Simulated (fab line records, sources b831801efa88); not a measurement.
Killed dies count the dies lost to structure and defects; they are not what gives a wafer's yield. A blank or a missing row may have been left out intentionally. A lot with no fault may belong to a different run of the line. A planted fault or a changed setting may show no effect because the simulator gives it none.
fab line records | flow sfq_line
[record] lots = 6 | wafers = 18 | last_day = 80
route steps=325 shown I5@233 C5@240
lots that met no fault: taken from a fault-free run of the same line
start_h: the number of hours between the record's first day and the start of the first shown wafer of the lot | wait_h: time in hours since the lot's previous step | " identical to the entry in the row above | L1.1+2: a row that stands for several wafers | - either no value or no given start | * or withheld: withheld | < > ~ a bound
route shown NAME@n: a module of which the file shows steps, and the number in the route of the first | usual: the fault-free wafers' mean and standard deviation | same: alike in all rows | chamber/n: place in a boat | sites: the reading at each site | _std_site: their standard deviation | _edge_site: the outer-site mean with the inner-site mean subtracted | radius_mm: how far each site lies from the wafer's centre | mask NAME#n: copy n | behind: the most recent tool/chamber to have shaped the wafer | hold: why the lot was held/for how many hours/how that ended | device: whichever transistor did not switch (one of n, p or np) | end of line: the route-end tests of the same wafers | where a step has no rows: the recipe by itself | killed: at the first sort, the dies lost to defects and structure; wafer yield is something else | map: a wafer's dies, x killed, . not, _ none there
set.NAME: setting as actually run; set.NAME@STEP: the setting as run at that earlier step | model.NAME: the simulator's own value behind a step, which no gauge read
lots at some steps of the route; a table a step, a row a wafer
services: when a tool's chamber went out of use (start_h, in hours from the record's first day, below 0 if earlier), for how many hours, and the reason
[[steps]]
[step SFQ_TRILAYER_I5_LITHO_PEB_147]
[recipe] peb_temp_c = 115 | peb_time_s = 60 | resist = KrF
[step SFQ_TRILAYER_I5_LITHO_DEVELOP_146]
[recipe] time_s = 60 | resist = KrF
[step SFQ_I5_OVL_MEAS_936]
[usual] I5_OVL = 2/5.9
lot.wafer | tool       | chamber | start_h | wait_h | I5_OVL[nm]
L385.2    | overlay-02 | -       | 1411.52 | 0.1    | 4
L385.3    | "          | -       | "       | "      | 2
L385.5    | "          | -       | "       | "      | 2
L388.1    | overlay-01 | -       | 1427.07 | 0.1    | 2
L388.2    | "          | -       | "       | "      | -3
L388.6    | "          | -       | "       | "      | 1
L396.1    | overlay-02 | -       | 1558.46 | 0.1    | 11
L396.2    | "          | -       | "       | "      | 10
L396.3    | "          | -       | "       | "      | 13
L397.1    | overlay-01 | -       | 1626.61 | 0.1    | 3
L397.2    | "          | -       | "       | "      | 2
L397.4    | "          | -       | "       | "      | 6
L398.1    | overlay-01 | -       | 1627.81 | 0.1    | -5
L398.5    | "          | -       | "       | "      | -4
L398.6    | "          | -       | "       | "      | -4
L407.2    | overlay-01 | -       | 1687.66 | 0.1    | 5
L407.4    | "          | -       | "       | "      | 3
L407.6    | "          | -       | "       | "      | 1
[step SFQ_TRILAYER_I5_BARC_OPEN_VIA_ETCH_200]
[recipe] mask_material = PR | chemistry = O2 | target_depth_nm = 125 | target = BARC | source_w = 500 | bias_w = 80 | pressure_mtorr = 30 | time_s = 41.7
[usual] bias_w = 80.01/0.25 | drypump_motor_current_A = 5.8/0.4 | oes_product_au = 0.685/0.0047
lot.wafer | tool        | chamber | start_h | wait_h | bias_w | drypump_motor_current_A | oes_product_au | rf_hours_counter_h
L385.2    | rie_diel-04 | 1       | 1411.55 | 0.0    | 80.43  | 6.3                     | 0.683          | 16
L385.3    | "           | 3       | "       | "      | 79.79  | 5.6                     | 0.685          | 1
L385.5    | "           | 3       | "       | "      | 80.00  | 5.6                     | 0.684          | -
L388.1    | rie_diel-03 | 0       | 1427.11 | 0.0    | 79.88  | 5.2                     | 0.682          | 1
L388.2    | "           | 2       | "       | "      | 79.66  | 6.1                     | 0.687          | 15
L388.6    | "           | 3       | "       | "      | 80.27  | 6.2                     | 0.684          | -
L396.1    | rie_diel-03 | 2       | 1558.49 | 0.0    | 80.06  | 6.1                     | 0.684          | 16
L396.2    | "           | 0       | "       | "      | 80.57  | 5.2                     | 0.687          | 3
L396.3    | "           | 1       | "       | "      | 79.87  | 5.6                     | 0.686          | 16
L397.1    | rie_diel-04 | 1       | 1626.64 | 0.0    | 79.53  | 6.2                     | 0.688          | 18
L397.2    | "           | 3       | "       | "      | 79.82  | 5.6                     | 0.685          | 4
L397.4    | "           | 2       | "       | "      | 80.00  | 6.2                     | 0.691          | 19
L398.1    | rie_diel-01 | 1       | 1627.84 | 0.0    | 79.33  | 5.4                     | 0.683          | 15
L398.5    | "           | 0       | "       | "      | 80.31  | 5.5                     | 0.682          | -
L398.6    | "           | 1       | "       | "      | 79.72  | 5.4                     | 0.676          | -
L407.2    | rie_diel-04 | 0       | 1687.69 | 0.0    | 80.20  | 5.5                     | 0.687          | 2
L407.4    | "           | 2       | "       | "      | 80.25  | 6.2                     | 0.688          | 20
L407.6    | "           | 2       | "       | "      | 80.26  | 6.2                     | 0.684          | -
[step SFQ_TRILAYER_I5_ETCH_VIA_ETCH_147]
[recipe] stop_on = Nb | mask_material = PR | chemistry = CHF3 | target_depth_nm = 360 | source_w = 500 | bias_w = 80 | pressure_mtorr = 30 | time_s = withheld
[usual] bias_w = 79.99/0.25 | drypump_motor_current_A = 5.8/0.4 | oes_product_au = 0.990/0.0055
lot.wafer | tool        | chamber | start_h | wait_h | bias_w | drypump_motor_current_A | oes_product_au
L385.2    | rie_diel-04 | 1       | 1411.59 | 0.0    | 80.04  | 6.2                     | 0.995
L385.3    | "           | 3       | "       | "      | 79.87  | 5.6                     | 1.001
L385.5    | "           | 3       | "       | "      | 79.88  | 5.6                     | 0.994
L388.1    | rie_diel-03 | 0       | 1427.15 | 0.0    | 80.26  | 5.2                     | 0.997
L388.2    | "           | 2       | "       | "      | 80.35  | 6.1                     | 0.997
L388.6    | "           | 3       | "       | "      | 80.07  | 6.2                     | 0.990
L396.1    | rie_diel-03 | 2       | 1558.53 | 0.0    | 80.24  | 6.1                     | 0.989
L396.2    | "           | 0       | "       | "      | 79.43  | 5.2                     | 0.992
L396.3    | "           | 1       | "       | "      | 79.55  | 5.6                     | 0.982
L397.1    | rie_diel-04 | 1       | 1626.68 | 0.0    | 79.81  | 6.3                     | 0.990
L397.2    | "           | 3       | "       | "      | 79.81  | 5.6                     | 0.992
L397.4    | "           | 2       | "       | "      | 80.16  | 6.2                     | 0.981
L398.1    | rie_diel-01 | 1       | 1627.88 | 0.0    | 79.57  | 5.4                     | 0.982
L398.5    | "           | 0       | "       | "      | 79.80  | 5.5                     | 0.991
L398.6    | "           | 1       | "       | "      | 79.68  | 5.4                     | 0.994
L407.2    | rie_diel-04 | 0       | 1687.73 | 0.0    | 80.09  | 5.4                     | 0.986
L407.4    | "           | 2       | "       | "      | 80.33  | 6.2                     | 0.992
L407.6    | "           | 2       | "       | "      | 80.33  | 6.2                     | 0.987
[step SFQ_TRILAYER_I5_STRIP_STRIP_148]
[recipe] gas = O2 | power_w = 200 | platen_temp_c = 40 | overash_fraction = 0.65 | chemistry = O2 | pressure_mtorr = 50
[usual] drypump_motor_current_A = 5.6/0.53 | oes_product_au = 0.994/0.0089
lot.wafer | tool         | chamber | start_h | wait_h | drypump_motor_current_A | oes_product_au | rf_hours_counter_h
L385.2    | rie_metal-02 | 0       | 1411.74 | -      | 4.8                     | 1.017          | 22
L385.3    | "            | 0       | "       | "      | 4.8                     | 1.008          | -
L385.5    | "            | 1       | "       | "      | 6.0                     | 0.986          | -
L388.1    | rie_metal-01 | 0       | 1427.30 | -      | 5.9                     | 1.001          | 123
L388.2    | "            | 1       | "       | "      | 6.0                     | 0.990          | 10
L388.6    | "            | 0       | "       | "      | 5.9                     | 1.001          | -
L396.1    | rie_metal-04 | 1       | 1558.68 | -      | 5.0                     | 0.978          | 127
L396.2    | "            | 0       | "       | "      | 6.2                     | 0.999          | 8
L396.3    | "            | 1       | "       | "      | 5.0                     | 0.992          | -
L397.1    | rie_metal-01 | 1       | 1626.83 | -      | 6.1                     | 0.998          | 42
L397.2    | "            | 0       | "       | "      | 5.9                     | 0.999          | 15
L397.4    | "            | 0       | "       | "      | 5.9                     | 0.999          | -
L398.1    | rie_metal-02 | 1       | 1628.03 | -      | 6.0                     | 0.984          | 15
L398.5    | "            | 0       | "       | "      | 4.8                     | 1.002          | -
L398.6    | "            | 1       | "       | "      | 6.0                     | 1.000          | -
L407.2    | rie_metal-01 | 1       | 1687.88 | -      | 6.1                     | 0.997          | 49
L407.4    | "            | 1       | "       | "      | 6.1                     | 0.997          | -
L407.6    | "            | 0       | "       | "      | 5.8                     | 1.006          | -
[step SFQ_TRILAYER_I5_STRIP_SOLV_CLEAN_149]
[recipe] chemistry = NMP | temp_c = 70 | time_s = 600
[step SFQ_TRILAYER_C5_LITHO_COAT_156]
[recipe] resist = BARC | spin_rpm = 3000 | resist_thk_nm = 62
[step SFQ_TRILAYER_C5_LITHO_COAT_151]
[recipe] resist = KrF | spin_rpm = 3000 | resist_thk_nm = 650
[step SFQ_TRILAYER_C5_LITHO_SOFTBAKE_155]
[recipe] temp_c = withheld | time_s = withheld | resist = KrF
[step SFQ_TRILAYER_C5_LITHO_EXPOSE_152]
[recipe] mask_id = C5 | na = 0.6 | source_shape = conventional | sigma_outer = 0.65 | target_cd_nm = 500 | dose_mj = 21.3
[step SFQ_TRILAYER_C5_LITHO_PEB_154]
[recipe] peb_temp_c = 115 | peb_time_s = 60 | resist = KrF
[step SFQ_TRILAYER_C5_LITHO_DEVELOP_153]
[recipe] time_s = 60 | resist = KrF
[usual] chill_plate_temp_C = 22.99/0.12 | exhaust_pa = 44.9/0.89
lot.wafer | tool           | chamber | start_h | wait_h | chill_plate_temp_C | exhaust_pa | model.KrF_of_TRILAYER_C5_LITHO_COAT_151.thk_nm
L385.2    | litho_track-03 | 0       | 1431.26 | 0.1    | 22.97              | 44.4       | 625.8
L385.3    | "              | 0       | "       | "      | 22.84              | 46.0       | 625.4
L385.5    | "              | 0       | "       | "      | 23.03              | 42.9       | 623.7
L388.1    | litho_track-03 | 0       | 1446.83 | 0.1    | 23.09              | 42.6       | 626.3
L388.2    | "              | 0       | "       | "      | 23.26              | 44.1       | 627.9
L388.6    | "              | 0       | "       | "      | 22.99              | 45.4       | 629.8
L396.1    | litho_track-03 | -       | 1654.06 | 0.1    | -                  | -          | 652.5
L396.2    | "              | -       | "       | "      | -                  | -          | 651.3
L396.3    | "              | -       | "       | "      | -                  | -          | 651.8
L397.1    | litho_track-04 | -       | 1692.43 | 0.1    | -                  | -          | 651.1
L397.2    | "              | -       | "       | "      | -                  | -          | 650.2
L397.4    | "              | -       | "       | "      | -                  | -          | 650.7
L398.1    | litho_track-04 | 0       | 1694.96 | 0.1    | 23.14              | 46.4       | 625.5
L398.5    | "              | 0       | "       | "      | 23.17              | 47.0       | 622.6
L398.6    | "              | 0       | "       | "      | 23.13              | 46.0       | 623.6
L407.2    | litho_track-02 | 0       | 1796.98 | 0.1    | 23.06              | 45.8       | 624.8
L407.4    | "              | 0       | "       | "      | 23.10              | 44.6       | 625.2
L407.6    | "              | 0       | "       | "      | 23.01              | 45.1       | 626.6
[step SFQ_C5_OVL_MEAS_937]
[usual] C5_OVL = 0/5.8
lot.wafer | tool       | chamber | start_h | wait_h | C5_OVL[nm]
L385.2    | overlay-02 | -       | 1431.39 | 0.1    | -3
L385.3    | "          | -       | "       | "      | 0
L385.5    | "          | -       | "       | "      | 2
L388.1    | overlay-02 | -       | 1446.98 | 0.1    | 4
L388.2    | "          | -       | "       | "      | 5
L388.6    | "          | -       | "       | "      | 6
L396.1    | overlay-02 | -       | 1654.21 | 0.1    | -
L396.2    | "          | -       | "       | "      | -
L396.3    | "          | -       | "       | "      | -
L397.1    | overlay-02 | -       | 1692.58 | 0.1    | -
L397.2    | "          | -       | "       | "      | -
L397.4    | "          | -       | "       | "      | -
L398.1    | overlay-02 | -       | 1695.11 | 0.1    | -1
L398.5    | "          | -       | "       | "      | 5
L398.6    | "          | -       | "       | "      | -1
L407.2    | overlay-01 | -       | 1797.11 | 0.1    | -1
L407.4    | "          | -       | "       | "      | -8
L407.6    | "          | -       | "       | "      | -6
[[services]]
tool         | chamber | start_h | hours | kind
rie_diel-04  | 1       | 1416.41 | 38.6  | repair
rie_diel-03  | 0       | 1455.73 | 1.7   | repair
rie_diel-03  | 3       | 1459.27 | 11.4  | repair
rie_diel-04  | -       | 1479.28 | 0.6   | repair
rie_diel-01  | 1       | 1486.55 | 2.6   | repair
rie_diel-03  | 2       | 1499.09 | 58.7  | repair
rie_diel-03  | 1       | 1505.39 | 9.7   | repair
rie_diel-04  | 2       | 1506.43 | 2.4   | repair
rie_diel-04  | -       | 1574.72 | 1.0   | repair
rie_diel-01  | 1       | 1606.93 | 7.8   | repair
rie_metal-04 | -       | 1629.21 | 1.4   | pm
rie_diel-03  | 2       | 1652.07 | 14.9  | repair
rie_diel-01  | 3       | 1653.95 | 7.9   | repair
rie_metal-04 | 0       | 1661.82 | 7.4   | repair
rie_diel-03  | 1       | 1695.09 | 6.1   | repair
rie_diel-04  | 2       | 1703.57 | 8.0   | repair
rie_diel-01  | 2       | 1720.35 | 8.9   | repair
rie_metal-02 | 1       | 1725.32 | 24.4  | repair
rie_diel-03  | 0       | 1729.15 | 10.9  | repair
rie_diel-04  | 3       | 1738.62 | 27.3  | repair
rie_metal-04 | -       | 1753.40 | 0.9   | repair
rie_diel-03  | 1       | 1757.25 | 1.2   | repair
rie_diel-03  | 2       | 1760.52 | 6.8   | repair
rie_diel-03  | -       | 1770.18 | 1.0   | repair
[[key]]
[first_sign] step = SFQ_TRILAYER_C5_LITHO_DEVELOP_153 | reading = tool_record | direction = missing
effect none on later readings
[model_effect] step = SFQ_TRILAYER_C5_LITHO_DEVELOP_153 | value = KrF_of_TRILAYER_C5_LITHO_COAT_151.thk_nm | without = 625.9 | struck = 651.3
met_at SFQ_TRILAYER_C5_LITHO_DEVELOP_153
struck_wafers L396.1,L396.2,L396.3,L397.1,L397.2,L397.4
onset_between 1446.83 1654.06
[fault] kind = skipped_step_whole | tool = litho_track-03,litho_track-04 | chamber = - | onset_h = 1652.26 | steps = SFQ_TRILAYER_C5_LITHO_DEVELOP_153 | scope = struck_lots_only
